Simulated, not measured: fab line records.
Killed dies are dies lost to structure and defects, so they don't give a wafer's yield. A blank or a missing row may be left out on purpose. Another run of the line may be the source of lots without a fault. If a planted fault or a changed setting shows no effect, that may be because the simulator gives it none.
fab line records    flow sky130
record lots=12  wafers=36  last-day=50
route steps=708 shown FIELD_ISO@5 NWELL@63 PAD_OPEN@708
lots that met no fault: taken from a fault-free run of the same line
start-h: hours from the record's first day to the start of the lot's first wafer shown    wait-h: time in hours since the lot's previous step    " identical to the entry in the row above    L1.1+2: one row covering several wafers at once    - either no value or no given start    * or withheld: withheld    < > ~ a bound
route shown NAME@n: names a module that has steps shown in the file, with the first one's number in the route    usual: average and standard deviation across the fault-free wafers    same: alike in all rows    chamber/n: place in a boat    sites: per-site readings    _std_site: their standard deviation    _edge_site: outer sites' mean less inner sites'    radius-mm: how far each site lies from the wafer's centre    mask NAME#n: copy n    behind: the most recent tool/chamber to have shaped the wafer    hold: the reason the lot was held/the length of the hold in hours/how it ended    device: whichever transistor did not switch (one of n, p or np)    end of line: at the end of the route, the tests of the same wafers    a step without rows: its recipe alone    killed: count of dies lost to structure and defects at first sort (not the wafer's yield)    map: shows each die of a wafer: x if killed, . if not, _ if none is there
set.NAME: the setting the step ran with; set.NAME@STEP: the setting that earlier step ran with    model.NAME: the simulator's own value behind a step, which no gauge read
route steps across a sampled set of lots; one table per step, one row per wafer
services: when a tool's chamber went out of use (start-h, in hours from the record's first day, below 0 if earlier), for how many hours, and the reason
## steps
# step SKY_FIELD_ISO_THK_MEAS_04
# recipe reads=Si3N4_of_FIELD_ISO_CVD_03
# usual FIELD_ISO_CVD_03_THK=166.1/1.5
lot.wafer  tool           chamber  start-h  wait-h  FIELD_ISO_CVD_03_THK[nm]
L989.1     film-metro-03  -        14.60    0.0     168.3
L989.2     "              -        "        "       167.6
L989.3     "              -        "        "       167.2
L990.1     film-metro-02  -        18.49    0.0     164.7
L990.2     "              -        "        "       165.2
L990.6     "              -        "        "       163.8
L991.3     film-metro-01  -        24.48    0.0     167.9
L991.4     "              -        "        "       167.3
L991.5     "              -        "        "       168.7
L992.2     film-metro-01  -        31.30    0.0     166.8
L992.3     "              -        "        "       165.7
L992.4     "              -        "        "       165.7
L993.1     film-metro-02  -        34.29    0.0     164.6
L993.3     "              -        "        "       165.8
L993.6     "              -        "        "       167.4
L997.4     film-metro-01  -        53.51    0.0     166.2
L997.5     "              -        "        "       166.7
L997.6     "              -        "        "       166.8
L998.2     film-metro-01  -        58.49    0.0     165.0
L998.3     "              -        "        "       166.2
L998.5     "              -        "        "       164.6
L100.1     film-metro-03  -        70.56    0.0     167.4
L100.4     "              -        "        "       166.5
L100.6     "              -        "        "       166.5
L106.3     film-metro-03  -        101.82   0.0     168.0
L106.5     "              -        "        "       166.6
L106.6     "              -        "        "       165.4
L108.3     film-metro-02  -        110.34   0.0     163.9
L108.4     "              -        "        "       164.9
L108.5     "              -        "        "       164.7
L109.1     film-metro-01  -        114.68   0.0     167.1
L109.3     "              -        "        "       165.8
L109.6     "              -        "        "       166.6
L111.1     film-metro-02  -        123.48   0.0     165.8
L111.4     "              -        "        "       167.6
L111.6     "              -        "        "       165.8
# step SKY_FIELD_ISO_CVD_24
# recipe material=SiO2  target-thk-nm=595  temp-c=650  sigma-open-frac=0.3  time-s=99.2  sih4-flow-sccm=60  pressure-mtorr=6
lot.wafer   tool       chamber  start-h  wait-h
L989.1+2+3  hdpcvd-02  0,2,1    31.09    0.1
L990.1+2+6  hdpcvd-01  2,0,2    35.62    0.1
L991.3+4+5  hdpcvd-02  2,1,0    41.78    0.0
L992.2+3+4  hdpcvd-02  0,1,2    48.47    0.0
L993.1+3+6  hdpcvd-02  2,0,0    52.87    0.1
L997.4+5+6  hdpcvd-02  2,0,1    73.03    0.1
L998.2+3+5  hdpcvd-02  1,0,2    78.26    0.0
L100.1+4+6  hdpcvd-02  1,2,1    89.95    0.1
L106.3+5+6  hdpcvd-01  1,2,0    121.86   0.0
L108.3+4+5  hdpcvd-01  2,0,2    132.05   0.0
L109.1+3+6  hdpcvd-01  1,0,1    135.97   0.1
L111.1+4+6  hdpcvd-01  1,0,2    145.84   0.1
# step SKY_FIELD_ISO_THK_MEAS_25
# recipe reads=SiO2_of_FIELD_ISO_CVD_24
# usual FIELD_ISO_CVD_24_THK=599/7.1
lot.wafer  tool           chamber  start-h  wait-h  FIELD_ISO_CVD_24_THK[nm]
L989.1     film-metro-03  -        31.16    0.0     605
L989.2     "              -        "        "       589
L989.3     "              -        "        "       602
L990.1     film-metro-03  -        35.69    0.0     600
L990.2     "              -        "        "       598
L990.6     "              -        "        "       600
L991.3     film-metro-02  -        41.88    0.1     599
L991.4     "              -        "        "       601
L991.5     "              -        "        "       601
L992.2     film-metro-01  -        48.55    0.0     609
L992.3     "              -        "        "       607
L992.4     "              -        "        "       601
L993.1     film-metro-01  -        52.94    0.0     598
L993.3     "              -        "        "       609
L993.6     "              -        "        "       602
L997.4     film-metro-03  -        73.10    0.0     602
L997.5     "              -        "        "       612
L997.6     "              -        "        "       1075
L998.2     film-metro-01  -        78.35    0.0     1060
L998.3     "              -        "        "       603
L998.5     "              -        "        "       598
L100.1     film-metro-03  -        90.02    0.0     1063
L100.4     "              -        "        "       588
L100.6     "              -        "        "       1066
L106.3     film-metro-01  -        121.95   0.1     598
L106.5     "              -        "        "       600
L106.6     "              -        "        "       588
L108.3     film-metro-01  -        132.14   0.1     600
L108.4     "              -        "        "       595
L108.5     "              -        "        "       604
L109.1     film-metro-02  -        136.04   0.0     601
L109.3     "              -        "        "       590
L109.6     "              -        "        "       602
L111.1     film-metro-02  -        145.92   0.0     603
L111.4     "              -        "        "       592
L111.6     "              -        "        "       600
# step SKY_FIELD_ISO_CMP_27
# recipe stop-on=Si3N4  t-overpolish-s=16  down-force-psi=4  platen-rpm=60  target-thk-nm=457.8  pad-velocity-m-s=0.94248
# usual motor-current-A=12.3/0.76  platen-rpm=60.00/0.041  time-to-endpoint-s=111/4.7
lot.wafer  tool    chamber  start-h  wait-h  motor-current-A  platen-rpm  time-to-endpoint-s
L989.3     cmp-01  3        33.97    0.1     12.6             60.01       111
L989.2     "       0        "        "       11.9             59.97       110
L989.1     "       1        "        "       12.5             60.07       101
L990.1     cmp-02  0        38.57    0.0     12.0             60.01       117
L990.2     "       2        "        "       13.0             60.00       117
L990.6     "       0        "        "       11.8             59.97       114
L991.3     cmp-01  3        44.81    0.1     12.7             60.00       108
L991.4     "       0        "        "       11.5             59.98       110
L991.5     "       3        "        "       12.5             60.04       105
L992.2     cmp-01  1        50.10    0.0     12.9             59.97       102
L992.3     "       3        "        "       12.9             60.01       112
L992.4     "       0        "        "       12.2             60.03       114
L993.1     cmp-01  3        55.65    0.0     13.4             60.06       109
L993.3     "       2        "        "       13.3             60.02       115
L993.6     "       0        "        "       11.7             60.05       108
L997.4     cmp-01  1        76.02    0.1     12.6             59.95       103
L997.5     "       0        "        "       12.3             60.01       117
L997.6     "       1        "        "       11.9             59.98       187
L998.3     cmp-01  2        81.05    0.0     12.8             60.03       117
L998.2     "       3        "        "       12.6             59.96       198
L998.5     "       2        "        "       12.8             59.95       114
L100.1     cmp-02  0        93.41    0.1     12.8             60.01       192
L100.4     "       1        "        "       10.2             60.00       110
L100.6     "       2        "        "       13.0             59.96       196
L106.3     cmp-02  2        123.64   0.1     13.2             59.96       109
L106.6     "       3        "        "       11.7             60.01       107
L106.5     "       0        "        "       12.3             60.05       106
L108.4     cmp-01  0        134.73   0.0     11.9             59.97       112
L108.3     "       3        "        "       13.0             59.99       112
L108.5     "       0        "        "       11.7             59.95       113
L109.1     cmp-01  2        137.65   0.1     12.3             59.97       116
L109.3     "       3        "        "       12.4             60.03       113
L109.6     "       1        "        "       12.5             60.04       107
L111.1     cmp-01  3        147.48   0.0     12.5             59.92       112
L111.4     "       0        "        "       11.9             60.03       110
L111.6     "       0        "        "       11.6             60.05       112
# step SKY_NWELL_OVL_MEAS_10
# usual NWELL_00_OVL=0.2/1.4
lot.wafer  tool        chamber  start-h  wait-h  NWELL_00_OVL[nm]
L989.1     overlay-02  -        84.72    -       1.0
L989.2     "           -        "        "       -0.4
L989.3     "           -        "        "       1.2
L990.1     overlay-01  -        89.73    -       -1.1
L990.2     "           -        "        "       -0.1
L990.6     "           -        "        "       -0.6
L991.3     overlay-02  -        95.57    -       -1.4
L991.4     "           -        "        "       -1.0
L991.5     "           -        "        "       -0.2
L992.2     overlay-01  -        102.23   -       -0.6
L992.3     "           -        "        "       1.0
L992.4     "           -        "        "       0.6
L993.1     overlay-02  -        110.42   -       1.4
L993.3     "           -        "        "       2.6
L993.6     "           -        "        "       0.2
L997.4     overlay-02  -        131.60   -       -1.1
L997.5     "           -        "        "       0.4
L997.6     "           -        "        "       0.4
L998.2     overlay-02  -        136.28   -       1.9
L998.3     "           -        "        "       1.5
L998.5     "           -        "        "       1.0
L100.1     overlay-01  -        152.77   -       0.8
L100.4     "           -        "        "       2.0
L100.6     "           -        "        "       -0.8
L106.3     overlay-02  -        185.68   -       2.6
L106.5     "           -        "        "       0.7
L106.6     "           -        "        "       1.1
L108.3     overlay-02  -        198.12   -       0.7
L108.4     "           -        "        "       -0.5
L108.5     "           -        "        "       0.1
L109.1     overlay-02  -        202.12   -       -0.3
L109.3     "           -        "        "       -1.0
L109.6     "           -        "        "       -1.1
L111.1     overlay-01  -        214.01   -       0.7
L111.4     "           -        "        "       -0.9
L111.6     "           -        "        "       1.8
# step SKY_NWELL_RTA_28
# recipe temp-c=1050  time-s=30  idle-temp-c=650  ramp-up-c-per-s=150  ramp-down-c-per-s=90  ambient=N2
# usual anneal-temp-c-max=1056.8/2.9  lamp-power-pct=25.31/0.052  ramp-down-c-per-s=90.000/0.015  wafer_temp_C_max=1054.9/0.93
lot.wafer  tool           chamber  start-h  wait-h  anneal-temp-c-max  lamp-power-pct  ramp-down-c-per-s  wafer_temp_C_max
L989.1     rtp-anneal-02  0        102.06   0.0     1058.2             25.28           90.000             1055.8
L989.2     "              0        "        "       1061.9             25.23           89.995             1054.5
L989.3     "              0        "        "       1057.6             25.21           90.008             1055.1
L990.1     rtp-anneal-01  0        107.92   0.0     1053.0             25.25           89.990             1053.4
L990.2     "              0        "        "       1053.8             25.33           90.009             1054.1
L990.6     "              0        "        "       1054.8             25.33           90.008             1055.0
L991.3     rtp-anneal-02  0        113.40   0.0     1059.3             25.28           90.017             1054.6
L991.4     "              0        "        "       1063.0             25.31           89.990             1055.3
L991.5     "              0        "        "       1057.3             25.25           90.014             1054.2
L992.2     rtp-anneal-02  0        120.73   0.0     1061.8             25.30           90.029             1054.7
L992.3     "              0        "        "       1061.3             25.45           90.022             1055.7
L992.4     "              0        "        "       1060.6             25.32           90.011             1055.7
L993.1     rtp-anneal-01  0        130.11   0.0     1053.4             25.27           90.001             1053.7
L993.3     "              0        "        "       1055.0             25.33           90.010             1054.6
L993.6     "              0        "        "       1054.0             25.25           90.007             1053.2
L997.4     rtp-anneal-01  0        151.06   0.1     1053.5             25.26           89.982             1055.1
L997.5     "              0        "        "       1054.0             25.25           89.973             1055.8
L997.6     "              0        "        "       1053.7             25.38           90.001             1054.7
L998.2     rtp-anneal-02  0        155.73   0.0     1059.8             25.23           90.003             1054.9
L998.3     "              0        "        "       1059.3             25.32           90.000             1057.0
L998.5     "              0        "        "       1059.6             25.30           90.010             1055.5
L100.1     rtp-anneal-01  0        173.88   0.0     1054.0             25.27           90.004             1053.6
L100.4     "              0        "        "       1053.7             25.28           90.000             1055.4
L100.6     "              0        "        "       1054.6             25.28           89.980             1054.8
L106.3     rtp-anneal-01  0        207.49   0.0     1054.3             25.36           90.012             1054.1
L106.5     "              0        "        "       1055.8             25.39           90.015             1053.7
L106.6     "              0        "        "       1053.6             25.25           89.992             1054.8
L108.3     rtp-anneal-01  0        221.35   0.0     1053.8             25.34           89.975             1055.6
L108.4     "              0        "        "       1055.5             25.40           89.976             1053.3
L108.5     "              0        "        "       1053.3             25.39           89.989             1054.8
L109.1     rtp-anneal-02  0        225.82   0.0     1059.8             25.35           89.990             1055.2
L109.3     "              0        "        "       1055.5             25.35           90.039             1054.6
L109.6     "              0        "        "       1056.6             25.32           89.998             1056.1
L111.1     rtp-anneal-02  0        237.62   0.0     1059.6             25.29           89.988             1053.6
L111.4     "              0        "        "       1059.2             25.33           89.983             1054.5
L111.6     "              0        "        "       1062.0             25.35           89.993             1054.1
# step SKY_PAD_OPEN_PROBE_99
# usual killed_at_M0_to_M3=42/6.1  killed_at_M4_up=3.1/1.7  killed-at-contacts=24/5.5  killed-at-front-end=16/4.1  killed-at-other=0.3/0.57  killed-dies=86/8.2  killed-open=47/6.8  killed-short=38/5.8
# same gross-dies=492  killed-at-back-side=0
lot.wafer  tool       chamber  start-h  wait-h  killed_at_M0_to_M3  killed_at_M4_up  killed-at-contacts  killed-at-front-end  killed-at-other  killed-dies  killed-open  killed-short
L991.3     prober-02  -        1092.81  0.2     44                  1                17                  11                   1                74           39           35
L991.4     prober-02  -        1092.86  0.2     38                  5                21                  15                   0                79           36           43
L991.5     prober-02  -        1092.91  0.2     43                  6                23                  15                   0                87           33           54
L106.5     prober-01  -        1168.39  0.2     40                  1                22                  21                   1                85           44           40
L109.1     prober-02  -        1182.21  0.1     42                  4                29                  15                   1                91           57           33
L109.3     prober-02  -        1182.31  0.2     33                  5                29                  12                   0                79           51           28
L109.6     prober-02  -        1182.46  0.2     50                  3                16                  28                   1                98           52           45
L111.1     prober-02  -        1192.64  0.1     47                  3                25                  9                    1                85           49           36
L111.4     prober-02  -        1192.79  0.2     46                  1                24                  17                   2                90           47           42
L111.6     prober-02  -        1192.89  0.2     32                  5                29                  17                   0                83           43           40
# killed by level:class
L991.3 VIA2:geometric-particle:open=10 VIA1:geometric-particle:open=9 LI_CONTACT:geometric-particle:open=7 METAL1:geometric-particle:short=6 FIELD_ISO:geometric-particle:open=5 METAL2:geometric-particle:short=5 VIA2:geometric-particle:short=5 LI_CONTACT:geometric-particle:short=4
L991.4 VIA2:geometric-particle:open=8 CONTACT:geometric-particle:open=7 METAL1:geometric-particle:short=7 VIA1:geometric-particle:open=6 POLY_GATE:geometric-particle:short=5 LI_CONTACT:geometric-particle:open=5 FIELD_ISO:geometric-particle:short=4 VIA1:geometric-particle:short=4
L991.5 VIA1:geometric-particle:short=11 VIA1:geometric-particle:open=7 CONTACT:geometric-particle:short=7 FIELD_ISO:geometric-particle:open=5 VIA3:geometric-particle:short=5 LOCAL_INTERCONNECT:geometric-particle:short=5 CONTACT:geometric-particle:open=5 VIA2:geometric-particle:open=5
L106.5 VIA1:geometric-particle:open=11 CONTACT:geometric-particle:open=7 CONTACT:geometric-particle:short=7 POLY_GATE:geometric-particle:short=5 METAL1:geometric-particle:short=5 VIA2:geometric-particle:open=5 VIA3:geometric-particle:open=5 FIELD_ISO:geometric-particle:open=4
L109.1 CONTACT:geometric-particle:open=13 VIA1:geometric-particle:open=10 VIA3:geometric-particle:open=10 LI_CONTACT:geometric-particle:open=8 CONTACT:geometric-particle:short=6 FIELD_ISO:geometric-particle:open=5 METAL1:geometric-particle:short=5 VIA2:geometric-particle:open=4
L109.3 CONTACT:geometric-particle:open=14 VIA1:geometric-particle:open=11 LI_CONTACT:geometric-particle:open=6 POLY_GATE:geometric-particle:open=5 VIA3:geometric-particle:open=5 CONTACT:geometric-particle:short=4 METAL4:geometric-particle:short=4 FIELD_ISO:geometric-particle:short=3
L109.6 VIA3:geometric-particle:open=9 VIA1:geometric-particle:open=8 FIELD_ISO:geometric-particle:open=7 VIA1:geometric-particle:short=7 METAL2:geometric-particle:short=7 FIELD_ISO:geometric-particle:short=6 POLY_GATE:geometric-particle:open=6 CONTACT:geometric-particle:open=6
L111.1 VIA1:geometric-particle:open=15 CONTACT:geometric-particle:open=8 METAL1:geometric-particle:short=7 VIA2:geometric-particle:open=7 VIA3:geometric-particle:open=6 LOCAL_INTERCONNECT:geometric-particle:short=6 LI_CONTACT:geometric-particle:open=4 LI_CONTACT:geometric-particle:short=4
L111.4 VIA1:geometric-particle:open=15 LI_CONTACT:geometric-particle:open=7 METAL1:geometric-particle:short=6 METAL2:geometric-particle:short=6 LOCAL_INTERCONNECT:geometric-particle:short=5 CONTACT:geometric-particle:open=5 VIA1:geometric-particle:short=5 FIELD_ISO:geometric-particle:short=4
L111.6 VIA1:geometric-particle:open=11 CONTACT:geometric-particle:open=8 METAL1:geometric-particle:short=8 LI_CONTACT:geometric-particle:open=6 CONTACT:geometric-particle:short=5 LOCAL_INTERCONNECT:geometric-particle:short=5 FIELD_ISO:geometric-particle:open=4 FIELD_ISO:geometric-particle:short=4
## services
tool           chamber  start-h  hours  kind
hdpcvd-01      -        7.88     0.7    repair
cmp-02         -        45.89    0.5    repair
cmp-01         -        45.93    0.5    repair
rtp-anneal-02  -        48.01    4.9    pm
cmp-01         -        57.25    0.3    repair
cmp-02         -        64.00    4.0    pm
hdpcvd-01      -        66.75    15.0   pm
hdpcvd-01      0        66.75    15.0   vent-cycle
hdpcvd-01      1        66.75    15.0   vent-cycle
hdpcvd-01      2        66.75    15.0   vent-cycle
cmp-02         -        72.48    1.0    repair
cmp-02         -        80.53    4.9    pm
hdpcvd-01      0        81.75    -      clean
hdpcvd-01      1        81.75    -      clean
cmp-02         -        90.31    0.8    repair
cmp-01         -        94.36    1.5    repair
cmp-01         -        135.92   1.3    repair
hdpcvd-02      -        150.97   6.0    pm
hdpcvd-01      -        156.55   1.3    repair
cmp-01         -        204.24   6.2    repair
cmp-02         -        228.79   4.1    pm
cmp-01         -        232.00   4.0    pm
cmp-01         -        236.00   -      consumable-replace:conditioner
cmp-01         -        236.00   -      consumable-replace:pad
## key
first-sign step=SKY_FIELD_ISO_THK_MEAS_25  reading=FIELD_ISO_CVD_24_THK  direction=up  sigmas=66  usual=599  struck=1066
effect step=SKY_FIELD_ISO_CMP_27  reading=time-to-endpoint-s  direction=up  sigmas=17  usual=*  struck=*
met-at SKY_FIELD_ISO_CVD_24
struck-lots L997,L998,L100
struck-wafers L997.6,L998.2,L100.1,L100.6
tester-left-out L997,L998,L100
not-acting-at SKY_FIELD_ISO_THK_MEAS_04,SKY_NWELL_OVL_MEAS_10,SKY_NWELL_RTA_28
onset-between 52.87 73.03
fault kind=process-parameter-drift  tool=hdpcvd-02  chamber=-  onset-h=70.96  steps=SKY_FIELD_ISO_CVD_24  channel=target-thk-nm  offset=468.4  shape=step  end-h=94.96  scope=struck-wafers-only  acts-in=these-recipes-only  stated=595
# tester-left-out: of these lots the tester's yield and bins aren't shown, on N5 and GAA mostly nor the transistor test; their killed dies are dies lost to structure and defects alone, not to doping, threshold or leakage, so they don't give the yield
